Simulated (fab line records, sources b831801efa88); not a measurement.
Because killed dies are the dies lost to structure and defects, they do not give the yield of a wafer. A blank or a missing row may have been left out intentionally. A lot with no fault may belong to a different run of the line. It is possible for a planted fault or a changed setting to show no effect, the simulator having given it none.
A struck lot beside a sound one | flow sfq line | 14 out of 325 route steps
Sound: these wafers, L742.3, L742.4, L742.6. Wafers struck: L748.1, L748.4, L748.5. The cause comes at the end.
Per side, at each step with rows, come the tool, then ch with its chambers, and then its first start. Under that, the readings that differ: sound wafers | struck wafers | difference of the means | sigmas: that difference in standard deviations of wafers without a fault.
alike: words and numbers the same on both sides, and readings whose means are apart by under 2 such deviations; not compared: readings that were withheld, readings missing a value for some wafer, numbers with overlapping values and no deviation given by the record, and bounds like >300 which may hide the same value.
A row with sigmas, a row that says differs or no value, or rows on one side alone: a step with any of these is where the two part. When numbers do not overlap yet have no deviation, they are printed without sigmas and do not part them. Lack of a reading on every wafer of one side parts them only where that side has two or more wafers.

first, 6 steps without rows for these wafers: SFQ_TRILAYER_M5_LITHO_COAT_128 (resist thk 62 nm); SFQ_TRILAYER_M5_LITHO_COAT_123 (resist thk 600 nm); SFQ_TRILAYER_M5_LITHO_SOFTBAKE_127; SFQ_TRILAYER_M5_LITHO_EXPOSE_124 (exposes mask M5, target cd 700 nm); SFQ_TRILAYER_M5_LITHO_PEB_126 (peb time 60 s); SFQ_TRILAYER_M5_LITHO_DEVELOP_125 (time 60 s).
SFQ_M5_OVL_MEAS_932:
  sound on overlay-02 at day 53 04:05; struck on overlay-02 at day 60 23:00
  alike: M5_OVL
SFQ_TRILAYER_M5_BARC_OPEN_METAL_ETCH_161: etches BARC in O2, target depth 125 nm, time 41.7 s.
  sound on rie metal-01 ch 0,1, day 53 04:08; struck on rie metal-04 ch 0, day 60 23:02
  alike: drypump motor current A, he backside leak sccm, oes product au
  not compared: rf hours counter h
SFQ_TRILAYER_M5_ETCH_METAL_ETCH_126: etches Nb in Cl2/BCl3, stops on SiO2, time 203.2 s, target depth 265 nm.
  sound on rie metal-01 ch 0,1, day 53 04:14; struck on rie metal-04 ch 0, day 60 23:09
  alike: drypump motor current A, he backside leak sccm, oes product au
  not compared: rf hours counter h
SFQ_TRILAYER_M5_STRIP_STRIP_127: strips in O2.
  sound on rie metal-01 ch 0,1, day 53 04:34; struck on rie metal-04 ch 0, day 60 23:32
  reading               | sound             | struck            | difference | sigmas
  oes product au (a.u.) | 1.008 1.002 0.997 | 0.966 0.968 0.973 | -0.033     | -2
  alike: drypump motor current A, he backside leak sccm
  not compared: rf hours counter h
then, 1 step without rows for these wafers: SFQ_TRILAYER_M5_STRIP_SOLV_CLEAN_128 (cleans in NMP, time 600 s).
SFQ_TRILAYER_A5B_DEP_PECVD_129: deposits SiO2 from SiH4/N2O, time 133.33 s, target thk 600 nm.
  sound on pecvd-02 ch 0,1, day 53 05:08; struck on pecvd-01 ch 1,2, day 61 00:55
  alike: heater power outer w, heater power w, throttle valve pct
SFQ_TRILAYER_A5B_CMP_CMP_130: polishes, stops on Nb, target thk 340.7 nm.
  sound on cmp-01 ch 0,1,3, day 53 11:29; struck on cmp-02 ch 0,1, day 61 01:31
  reading          | sound             | struck            | difference | sigmas
  platen rpm (rpm) | 59.97 59.99 60.02 | 66.02 65.96 65.93 | +5.98      | +99 or more
  alike: motor current A, slurry filter dp kPa, slurry flow ml min
SFQ_TRILAYER_A5B_METRO_MEASURE_131:
  sound on film metro-04 at day 53 14:23; struck on film metro-03 at day 61 04:01
  alike: thk nm

== WHERE THEY PART ==
At SFQ_TRILAYER_M5_STRIP_STRIP_127 first; at SFQ_TRILAYER_A5B_CMP_CMP_130 last (within this record only). Later steps at which nothing parts them and some readings are alike: SFQ_TRILAYER_A5B_METRO_MEASURE_131.

WHY: what had been put in by the simulator
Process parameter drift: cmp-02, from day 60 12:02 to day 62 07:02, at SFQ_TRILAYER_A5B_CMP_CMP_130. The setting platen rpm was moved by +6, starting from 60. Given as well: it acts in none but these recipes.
